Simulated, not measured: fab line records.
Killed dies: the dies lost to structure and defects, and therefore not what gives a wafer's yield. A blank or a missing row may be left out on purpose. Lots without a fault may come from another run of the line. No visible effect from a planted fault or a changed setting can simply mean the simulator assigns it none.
Problem report, 8D (eight disciplines) form, completed by code    flow gf180mcu    the parts of the form that need people (team, actions taken, sign-off) are left out

== 1. THE ISSUE ==
Wafers without a fault read 6499.9 W, standard deviation 1.1; cathode dc power W at GF_MIM_SPUTTER_09 reads a mean of 7141.1 W on 6 wafers belonging to 2 lots. So: +99 or more standard deviations from the usual mean.
The step: material TiN, target thk 35 nm, time 29.2 s.
Earliest sighting: wafer L788.1 on pvd sputter-01 at day 30 11:19. Wafers with a number at this step in the record: 18, from 6 lots. Rule for "out" (also "out of limits"): further than 4 standard deviations from the usual mean. The other wafers with a number count as sound.

== 2. WHAT IT IS AND WHAT IT IS NOT ==
question                     is                      is not
which readings at this step  cathode dc power W      -
which lots                   L788, L793              L779, L780, L784, L787
which wafers of those lots   all that have a number  -
read on which tools          pvd sputter-01          pvd sputter-02, pvd sputter-03
when                         from day 30 11:19       up to then (12 sound wafers)

== 3. WHAT RULES OUT EACH SUSPECT ==
Counting: a tool at any process step up to the reading remains a suspect when it ran all the lots that are out and ran no sound lot after the first of those.
- pvd sputter-01 at GF_MIM_SPUTTER_09 (material TiN, target thk 35 nm, time 29.2 s): kept. Every lot that is out went through it, starting with L788 (day 30 11:19), and after that it ran no sound lot; the last sound lot it ran before then is L784 (day 29 02:52). Its own readings are out on those wafers: cathode dc power W.
Remaining after the count: pvd sputter-01 at GF_MIM_SPUTTER_09.

== 4. THE CAUSE (what the simulator had put in) ==
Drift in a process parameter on pvd sputter-01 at GF_MIM_SPUTTER_09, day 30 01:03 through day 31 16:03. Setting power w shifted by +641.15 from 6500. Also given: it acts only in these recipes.
The count eliminated every tool but this one.

== 5. SEQUENCE OF EFFECTS, ordered by route ==
Each row: a reading whose mean over the struck wafers that have a number lies more than 3 standard deviations from the usual. Only readings for which the record gives a usual standard deviation are gone through. hours: the time from each lot's start at the first step in this table that gives one to its start at this step, as a median over the lots. sigmas: the change in usual standard deviations.
hours  step               reading             usual     on struck wafers  change  sigmas
0      GF_MIM_SPUTTER_09  cathode dc power W  6499.9 W  7141.1            +641.2  +99 or more
Process steps it contains:
- GF_MIM_SPUTTER_09: material TiN, target thk 35 nm, time 29.2 s.
Later measuring or inspecting steps at which every struck wafer that the step has a row for has a number for every such reading, and none has moved that far: GF_MIM_RS_MEAS_10, GF_MIM_THK_MEAS_11, GF_M5_CD_MEAS_07, GF_M5_OVL_MEAS_08.

== 6. HOW IT WOULD HAVE BEEN CAUGHT EARLIER ==
10 hours passed between the start of the fault at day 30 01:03 and the first reading out of limits in this record, taken at day 30 11:19.
